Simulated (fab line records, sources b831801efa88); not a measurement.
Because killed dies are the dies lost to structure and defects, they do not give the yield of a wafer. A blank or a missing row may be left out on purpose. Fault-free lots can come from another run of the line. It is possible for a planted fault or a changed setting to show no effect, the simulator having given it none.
Split-lot study || flow sky130 || 5 lots, 23 wafers read, on a route of 708 steps

== ON THE SPLIT ==
At SKY_VT_ADJUST_PCH_IMPLANT_08, the setting energy kev was moved away from the recipe's 10 on 8 of the 23 wafers read, by +3.5% to +5.6%. For the rest of the wafers, this setting stayed at what the recipe calls for.

The reading is taken at the split's own step.

== THE READING ==
The simulator's own value implant.drp nm, read by no gauge, in nm at SKY_VT_ADJUST_PCH_IMPLANT_08. The file gives no usual value for it.

{"wafer": "L074.1", "tool, chamber at the split": "implanter-03, 0", "energy kev as run": 10, "against the recipe": "recipe", "implant.drp nm, nm": 17.11, "against lot-mates on the recipe": "-"}
{"wafer": "L074.2", "tool, chamber at the split": "implanter-03, 0", "energy kev as run": 10, "against the recipe": "recipe", "implant.drp nm, nm": 17.11, "against lot-mates on the recipe": "-"}
{"wafer": "L074.3", "tool, chamber at the split": "implanter-03, 0", "energy kev as run": 10, "against the recipe": "recipe", "implant.drp nm, nm": 17.11, "against lot-mates on the recipe": "-"}
{"wafer": "L074.4", "tool, chamber at the split": "implanter-03, 0", "energy kev as run": 10, "against the recipe": "recipe", "implant.drp nm, nm": 17.11, "against lot-mates on the recipe": "-"}
{"wafer": "L074.6", "tool, chamber at the split": "implanter-03, 0", "energy kev as run": 10, "against the recipe": "recipe", "implant.drp nm, nm": 17.11, "against lot-mates on the recipe": "-"}
{"wafer": "L075.1", "tool, chamber at the split": "implanter-02, 0", "energy kev as run": 10, "against the recipe": "recipe", "implant.drp nm, nm": 17.11, "against lot-mates on the recipe": "-"}
{"wafer": "L075.2", "tool, chamber at the split": "implanter-02, 0", "energy kev as run": 10, "against the recipe": "recipe", "implant.drp nm, nm": 17.11, "against lot-mates on the recipe": "-"}
{"wafer": "L075.6", "tool, chamber at the split": "implanter-02, 0", "energy kev as run": 10, "against the recipe": "recipe", "implant.drp nm, nm": 17.11, "against lot-mates on the recipe": "-"}
{"wafer": "L077.1", "tool, chamber at the split": "implanter-02, 0", "energy kev as run": 10, "against the recipe": "recipe", "implant.drp nm, nm": 17.11, "against lot-mates on the recipe": "-"}
{"wafer": "L077.6", "tool, chamber at the split": "implanter-02, 0", "energy kev as run": 10, "against the recipe": "recipe", "implant.drp nm, nm": 17.11, "against lot-mates on the recipe": "-"}
{"wafer": "L077.2", "tool, chamber at the split": "implanter-02, 0", "energy kev as run": 10.56, "against the recipe": "+5.6%", "implant.drp nm, nm": 17.78, "against lot-mates on the recipe": "+0.67"}
{"wafer": "L077.4", "tool, chamber at the split": "implanter-02, 0", "energy kev as run": 10.56, "against the recipe": "+5.6%", "implant.drp nm, nm": 17.78, "against lot-mates on the recipe": "+0.67"}
{"wafer": "L077.5", "tool, chamber at the split": "implanter-02, 0", "energy kev as run": 10.56, "against the recipe": "+5.6%", "implant.drp nm, nm": 17.78, "against lot-mates on the recipe": "+0.67"}
{"wafer": "L079.1", "tool, chamber at the split": "implanter-01, 0", "energy kev as run": 10, "against the recipe": "recipe", "implant.drp nm, nm": 17.11, "against lot-mates on the recipe": "-"}
{"wafer": "L079.4", "tool, chamber at the split": "implanter-01, 0", "energy kev as run": 10, "against the recipe": "recipe", "implant.drp nm, nm": 17.11, "against lot-mates on the recipe": "-"}
{"wafer": "L079.5", "tool, chamber at the split": "implanter-01, 0", "energy kev as run": 10, "against the recipe": "recipe", "implant.drp nm, nm": 17.11, "against lot-mates on the recipe": "-"}
{"wafer": "L079.2", "tool, chamber at the split": "implanter-01, 0", "energy kev as run": 10.35, "against the recipe": "+3.5%", "implant.drp nm, nm": 17.53, "against lot-mates on the recipe": "+0.42"}
{"wafer": "L079.6", "tool, chamber at the split": "implanter-01, 0", "energy kev as run": 10.35, "against the recipe": "+3.5%", "implant.drp nm, nm": 17.53, "against lot-mates on the recipe": "+0.42"}
{"wafer": "L083.1", "tool, chamber at the split": "implanter-01, 0", "energy kev as run": 10.53, "against the recipe": "+5.3%", "implant.drp nm, nm": 17.74, "against lot-mates on the recipe": "+0.63"}
{"wafer": "L083.4", "tool, chamber at the split": "implanter-01, 0", "energy kev as run": 10.53, "against the recipe": "+5.3%", "implant.drp nm, nm": 17.74, "against lot-mates on the recipe": "+0.63"}
{"wafer": "L083.5", "tool, chamber at the split": "implanter-01, 0", "energy kev as run": 10.53, "against the recipe": "+5.3%", "implant.drp nm, nm": 17.74, "against lot-mates on the recipe": "+0.63"}
{"wafer": "L083.2", "tool, chamber at the split": "implanter-01, 0", "energy kev as run": 10, "against the recipe": "recipe", "implant.drp nm, nm": 17.11, "against lot-mates on the recipe": "-"}
{"wafer": "L083.6", "tool, chamber at the split": "implanter-01, 0", "energy kev as run": 10, "against the recipe": "recipe", "implant.drp nm, nm": 17.11, "against lot-mates on the recipe": "-"}

THE FIT
A straight line over all 23 wafers: implant.drp nm changes by +0.119 nm for each +1% of energy kev; r = +1.00; the points scatter about the line by 0.0013 nm.
The same after taking each lot's own level away (the mean of its wafers on the recipe; 23 wafers): +0.119 nm for each +1%; r = +1.00; scatter 0.0013 nm.
On that fit, the largest move of energy kev shifts the reading by 0.67 nm.
The lots' own levels span 17.110 to 17.110 nm.
Consequently the slope shifts little with the lot-to-lot level, the two slopes agreeing.
Check: for one of the wafers moved furthest among these (+5.6%), held out of the fit, the line's prediction against its lot-mates is +0.668 nm. It came out at +0.67 nm against them.

== FURTHER SPLITS ON THESE WAFERS ==
Note: prior to the reading, these wafers also went through further splits. Each is held against what the fit with the lots' levels taken away leaves over:
{"other split on the same wafers": "SKY_FIELD_ISO_COAT_08 resist thk nm", "wafers away from the commonest value": 10, "r with implant.drp nm (lot level and that fit taken away)": -0.56}
{"other split on the same wafers": "SKY_NWELL_OXIDATION_01 temp c", "wafers away from the commonest value": 15, "r with implant.drp nm (lot level and that fit taken away)": -0.12}
{"other split on the same wafers": "SKY_NWELL_IMPLANT_11 dose cm2", "wafers away from the commonest value": 9, "r with implant.drp nm (lot level and that fit taken away)": "+0.05"}
{"other split on the same wafers": "SKY_NWELL_IMPLANT_13 energy kev", "wafers away from the commonest value": 10, "r with implant.drp nm (lot level and that fit taken away)": "+0.39"}
{"other split on the same wafers": "SKY_NWELL_CLEAN_27 time s", "wafers away from the commonest value": 18, "r with implant.drp nm (lot level and that fit taken away)": "+0.57"}
{"other split on the same wafers": "SKY_VT_ADJUST_NCORE_COAT_02 spin rpm", "wafers away from the commonest value": 6, "r with implant.drp nm (lot level and that fit taken away)": -0.39}
{"other split on the same wafers": "SKY_VT_ADJUST_NCORE_DEVELOP_06 develop time s", "wafers away from the commonest value": 5, "r with implant.drp nm (lot level and that fit taken away)": "+0.14"}

== THE WHOLE CHAIN: every reading that the file lists as answering this split, in the file's order ==
{"step": "SKY_VT_ADJUST_PCH_IMPLANT_08", "what it does": "", "reading": "implant.rp nm (the simulator's own value, which no gauge read)", "change (the file's fit)": "+0.327 nm for each +1% of the setting", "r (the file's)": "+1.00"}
{"step": "SKY_VT_ADJUST_PCH_IMPLANT_08", "what it does": "", "reading": "implant.drp nm (the simulator's own value, which no gauge read)", "change (the file's fit)": "+0.119 nm for each +1% of the setting", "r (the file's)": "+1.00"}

== THE FILE'S OWN FIT ==
implant.drp nm changes by +0.119 nm for each +1% of energy kev, r = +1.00.
